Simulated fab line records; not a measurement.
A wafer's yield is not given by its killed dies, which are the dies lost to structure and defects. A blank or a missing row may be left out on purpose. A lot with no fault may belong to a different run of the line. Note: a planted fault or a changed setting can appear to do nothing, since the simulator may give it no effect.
Matching of chambers || flow gf180mcu || GF_STI_CVD_23 on hdpcvd-01: 3 sister chambers
The step deposits SiO2, target thk 650 nm, time 108.3 s. 3 wafers are shown with their chamber, then 7 later ones without.

## WAFERS WITH THEIR CHAMBER
{"wafer": "L543.4", "chamber": 2, "susceptor-temp-C (C)": 599.7}
{"wafer": "L554.3", "chamber": 0, "susceptor-temp-C (C)": 599.8}
{"wafer": "L554.4", "chamber": 1, "susceptor-temp-C (C)": 600.2}

## WAFERS WITHOUT THEIR CHAMBER
{"wafer": "L554.5", "susceptor-temp-C (C)": 600.5}
{"wafer": "L555.1", "susceptor-temp-C (C)": 599.5}
{"wafer": "L555.3", "susceptor-temp-C (C)": 599.5}
{"wafer": "L555.6", "susceptor-temp-C (C)": 600.0}
{"wafer": "L556.1", "susceptor-temp-C (C)": 600.2}
{"wafer": "L556.2", "susceptor-temp-C (C)": 599.8}
{"wafer": "L556.3", "susceptor-temp-C (C)": 599.9}

## CHAMBER TAKEN BY EACH
{"wafer": "L554.5", "from the rows above": 1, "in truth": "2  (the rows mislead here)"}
{"wafer": "L555.1", "from the rows above": "can't be placed: 2 or 0", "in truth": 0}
{"wafer": "L555.3", "from the rows above": "can't be placed: 2 or 0", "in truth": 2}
{"wafer": "L555.6", "from the rows above": "can't be placed: 0 or 1 or 2", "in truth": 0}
{"wafer": "L556.1", "from the rows above": 1, "in truth": 1}
{"wafer": "L556.2", "from the rows above": "can't be placed: 0 or 2", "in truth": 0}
{"wafer": "L556.3", "from the rows above": "can't be placed: 0 or 2 or 1", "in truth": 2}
Correct placement for 1 of the 7. Not placeable from these rows: 5 (in 5, the candidates include the true chamber). Placed wrongly: 1.
How it was worked out, from the rows above alone: a wafer's distance from a chamber is the root of the sum, over the readings, of the square of ((its reading less the chamber's mean) divided by the reading's scatter). If the next closest chamber is less than 2 further off than the closest, the wafer can't be placed; otherwise it belongs to the closest. A chamber's mean is the mean of its shown wafers. The scatter (one wafer shown for each chamber): square how far every hidden wafer sits from the nearest shown wafer, average those squares and take the square root.
